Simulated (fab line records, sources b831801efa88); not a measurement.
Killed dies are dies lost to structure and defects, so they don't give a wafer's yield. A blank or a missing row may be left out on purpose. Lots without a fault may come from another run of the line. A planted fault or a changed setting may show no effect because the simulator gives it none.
Which tool did it? | flow sky130 | 6 lots, 17 wafers sampled, at 2 steps of a route of 708

WHAT THE GAUGES READ, wafer by wafer
SKY_LI_CONTACT_RS_MEAS_22: measures by four-point-probe.
lot  | measured     | on            | LI_CONTACT_W_RS (ohm/sq)
L144 | day 31 00:20 | film_metro-03 | 0.287 0.295 0.294
L146 | day 31 15:42 | film_metro-03 | 0.281 0.287 0.287
L151 | day 32 23:21 | film_metro-01 | 0.280 0.282 0.284
L158 | day 34 14:10 | film_metro-03 | 0.254 0.256 0.283
L160 | day 35 06:57 | film_metro-01 | 0.278 0.253
L165 | day 36 07:39 | film_metro-03 | 0.287 0.283 0.280

WHICH TOOL RAN EACH LOT (tool, then ch and the chambers of the sampled wafers, then the start)
lot  | SKY_LI_CONTACT_CVD_21
L144 | cvd_w-02 ch 0,1, day 31 00:13
L146 | cvd_w-01 ch 0,1, day 31 15:34
L151 | cvd_w-01 ch 0,1, day 32 23:12
L158 | cvd_w-01 ch 1, day 34 13:55
L160 | cvd_w-01 ch 0,1, day 35 06:49
L165 | cvd_w-02 ch 0,1, day 36 07:30
- SKY_LI_CONTACT_CVD_21: deposits W, target thk 400 nm, time 120.56 s.

THE ANSWER, worked out from the rows above alone
Rule: what is usual is taken from the lots themselves. Put in order of their means at a reading, lots are off if they are a third of the lots or fewer, leave a main group of 4 or more, and stand apart from it by a gap of 3 or more times the standard deviation of the main group's means; of several such gaps the widest counts. A main group whose means are all the same, to the digits that the tables above print for the reading, isn't used. A lot without any number at a reading at which 4 lots or more have one is off too. The other lots that the step has rows for count as sound.
Off: L158, L160, at SKY_LI_CONTACT_RS_MEAS_22 (LI_CONTACT_W_RS). The main group: mean 0.286 ohm/sq, standard deviation 0.0039.
A tool fits if, at a process step before that reading, it ran every lot that is off, and no sound lot after the first of them. The gauges at SKY_LI_CONTACT_RS_MEAS_22 are tried like those tools. One fits: cvd_w-01 at SKY_LI_CONTACT_CVD_21. Its last sound lot is L151 (day 32 23:12), its first lot that is off L158 (day 34 13:55): a fault that began between those two fits.

WHAT THE SIMULATOR HAD PUT IN
Process parameter drift: cvd_w-01, from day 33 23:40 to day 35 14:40, at SKY_LI_CONTACT_CVD_21. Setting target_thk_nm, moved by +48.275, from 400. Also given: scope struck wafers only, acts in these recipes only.
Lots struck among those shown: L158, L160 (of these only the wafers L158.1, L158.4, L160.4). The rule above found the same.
